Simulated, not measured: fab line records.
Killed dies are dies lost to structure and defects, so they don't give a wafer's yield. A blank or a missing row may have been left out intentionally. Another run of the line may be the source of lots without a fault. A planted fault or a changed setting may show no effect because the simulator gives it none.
The tool behind it: which one? + flow gf180mcu + 30 wafers from 10 lots sampled at 5 of the route's 602 steps

== WHAT THE GAUGES READ, wafer by wafer ==
GF_V3_THK_MEAS_25: measures by xrf.
| lot  | measured     | on            | V3_W_THK (nm) |
|------|--------------|---------------|---------------|
| L486 | day 22 03:53 | film_metro-02 | 355 355 356   |
| L489 | day 23 07:51 | film_metro-01 | 344 346 345   |
| L490 | day 23 15:44 | film_metro-02 | 363 355 360   |
| L498 | day 26 20:26 | film_metro-02 | 351 354 353   |
| L500 | day 27 08:52 | film_metro-01 | 347 352 348   |
| L501 | day 27 19:20 | film_metro-03 | 367 363 365   |
| L502 | day 27 22:34 | film_metro-02 | 347 351 350   |
| L504 | day 28 14:37 | film_metro-03 | 360 366 365   |
| L505 | day 29 01:26 | film_metro-02 | 353 352 356   |
| L509 | day 29 20:32 | film_metro-02 | 358 357 353   |

GF_M4_RS_MEAS_05: measures by four-point-probe.
| lot  | measured     | on            | M4_ALCU_RS (ohm/sq)                       |
|------|--------------|---------------|-------------------------------------------|
| L486 | day 22 04:28 | film_metro-01 | 0.0699 0.0700 0.0693                      |
| L489 | day 23 08:26 | film_metro-04 | 0.0709 0.0709 0.0710                      |
| L490 | day 23 16:20 | film_metro-02 | 0.0699 0.0697 0.0691                      |
| L498 | day 26 21:02 | film_metro-02 | 0.0532 0.0531 0.0527 0.0531 0.0529 0.0527 |
| L500 | day 27 09:26 | film_metro-01 | 0.0695 0.0527 0.0529 0.0695 0.0528 0.0529 |
| L501 | day 27 19:55 | film_metro-01 | 0.0695 0.0692 0.0690                      |
| L502 | day 27 23:09 | film_metro-04 | 0.0684 0.0694 0.0693                      |
| L504 | day 28 15:13 | film_metro-01 | 0.0683 0.0697 0.0687                      |
| L505 | day 29 02:01 | film_metro-04 | 0.0696 0.0695 0.0698                      |
| L509 | day 29 21:07 | film_metro-01 | 0.0710 0.0692 0.0704                      |

GF_M4_THK_MEAS_06: measures by xrf.
| lot  | measured     | on            | M4_ALCU_THK (nm)        |
|------|--------------|---------------|-------------------------|
| L486 | day 22 04:35 | film_metro-01 | 458 457 460             |
| L489 | day 23 08:33 | film_metro-04 | 452 451 453             |
| L490 | day 23 16:28 | film_metro-02 | 466 466 470             |
| L498 | day 27 11:55 | film_metro-02 | 605 607 616 607 608 612 |
| L500 | day 27 12:20 | film_metro-01 | 463 607 605 462 609 607 |
| L501 | day 27 20:02 | film_metro-01 | 462 463 466             |
| L502 | day 27 23:16 | film_metro-04 | 467 464 461             |
| L504 | day 28 15:19 | film_metro-01 | 469 460 464             |
| L505 | day 29 02:08 | film_metro-04 | 461 461 456             |
| L509 | day 29 21:14 | film_metro-01 | 451 461 452             |

== WHAT TOOL EACH LOT RAN ON (gives the tool, then ch and the chambers of the sampled wafers, and finally the start) ==
| lot  | GF_M2_METAL_ETCH_16               | GF_M4_SPUTTER_02             |
|------|-----------------------------------|------------------------------|
| L486 | rie_metal-03 ch 0,1, day 18 23:29 | pvd_sputter-04, day 22 04:23 |
| L489 | rie_metal-02 ch 0,1, day 20 04:07 | pvd_sputter-04, day 23 08:20 |
| L490 | rie_metal-02 ch 0,1, day 20 13:25 | pvd_sputter-01, day 23 16:14 |
| L498 | rie_metal-01 ch 0,1, day 23 20:45 | pvd_sputter-04, day 26 20:53 |
| L500 | rie_metal-02 ch 0,1, day 24 12:49 | pvd_sputter-04, day 27 09:21 |
| L501 | rie_metal-01 ch 0, day 24 22:22   | pvd_sputter-01, day 27 19:49 |
| L502 | rie_metal-02 ch 0,1, day 25 03:49 | pvd_sputter-03, day 27 23:04 |
| L504 | rie_metal-01 ch 0,1, day 25 21:37 | pvd_sputter-03, day 28 15:06 |
| L505 | rie_metal-01 ch 0,1, day 26 08:03 | pvd_sputter-01, day 29 01:56 |
| L509 | rie_metal-02 ch 0,1, day 27 05:40 | pvd_sputter-04, day 29 21:02 |
- GF_M2_METAL_ETCH_16: etches the open film in Cl2/BCl3, stops on SiO2, target depth 750.8 nm, time 125.1 s.
- GF_M4_SPUTTER_02: material AlCu, target thk 450 nm, time 23.9 s.

== WHAT THE TOOLS THEMSELVES READ (means of the sampled wafers that have a number; where no wafer has one, the mark that the record gives instead) ==
GF_M2_METAL_ETCH_16.
| lot  | tool         | bcl3_flow_sccm (sccm) | drypump_motor_current_A (A) | oes_product_au (a.u.) | throttle_valve_pct (%) |
|------|--------------|-----------------------|-----------------------------|-----------------------|------------------------|
| L486 | rie_metal-03 | 40.19                 | 5.4                         | 0.992                 | 28.233                 |
| L489 | rie_metal-02 | 39.98                 | 5.2                         | 0.997                 | 28.223                 |
| L490 | rie_metal-02 | 40.09                 | 5.2                         | 0.987                 | 28.229                 |
| L498 | rie_metal-01 | 39.96                 | 6.1                         | 0.987                 | 28.237                 |
| L500 | rie_metal-02 | 39.97                 | 5.2                         | 0.992                 | 28.226                 |
| L501 | rie_metal-01 | 39.88                 | 6.3                         | 0.984                 | 28.230                 |
| L502 | rie_metal-02 | 39.94                 | 5.6                         | 0.988                 | 28.231                 |
| L504 | rie_metal-01 | 39.93                 | 6.0                         | 0.982                 | 28.237                 |
| L505 | rie_metal-01 | 39.94                 | 6.0                         | 0.983                 | 28.236                 |
| L509 | rie_metal-02 | 40.10                 | 5.3                         | 0.992                 | 28.230                 |

GF_M4_SPUTTER_02.
| lot  | tool           | throttle_valve_pct (%) |
|------|----------------|------------------------|
| L486 | pvd_sputter-04 | 30.6                   |
| L489 | pvd_sputter-04 | 30.7                   |
| L490 | pvd_sputter-01 | 29.5                   |
| L498 | pvd_sputter-04 | 30.6                   |
| L500 | pvd_sputter-04 | 30.4                   |
| L501 | pvd_sputter-01 | 30.3                   |
| L502 | pvd_sputter-03 | 30.9                   |
| L504 | pvd_sputter-03 | 30.4                   |
| L505 | pvd_sputter-01 | 29.8                   |
| L509 | pvd_sputter-04 | 30.5                   |

== THE ANSWER, worked out from the rows above alone ==
Rule: what is usual is taken from the lots themselves. The widest of any qualifying gaps counts: lots, ordered by their means at a reading, are off when they make up no more than a third of the lots, leave a main group of 4 or more, and stand apart from it by 3 or more times the standard deviation of that group's means. Not used: any main group whose means are identical at the precision the tables above print for the reading. Also off: a lot with no number at a reading for which 4 or more lots have one. Any other lot the step has rows for is counted as sound. After the gauges, taken in route order, come the tools' own readings; for these a lot's mean is taken, as printed above. The first step at which some lot is off is used, and at that step the reading that is off furthest; a lot without a number counts as furthest.
Off: at GF_M4_RS_MEAS_05 (M4_ALCU_RS), L498, L500. Mean 0.0697 ohm/sq and standard deviation 0.00062 in the main group.
A tool fits if, at a process step before that reading, it ran every lot that is off, and no sound lot after the first of them. The gauges at GF_M4_RS_MEAS_05 are tried like those tools. Of those tried, none fits.

== WHAT THE SIMULATOR HAD INSERTED ==
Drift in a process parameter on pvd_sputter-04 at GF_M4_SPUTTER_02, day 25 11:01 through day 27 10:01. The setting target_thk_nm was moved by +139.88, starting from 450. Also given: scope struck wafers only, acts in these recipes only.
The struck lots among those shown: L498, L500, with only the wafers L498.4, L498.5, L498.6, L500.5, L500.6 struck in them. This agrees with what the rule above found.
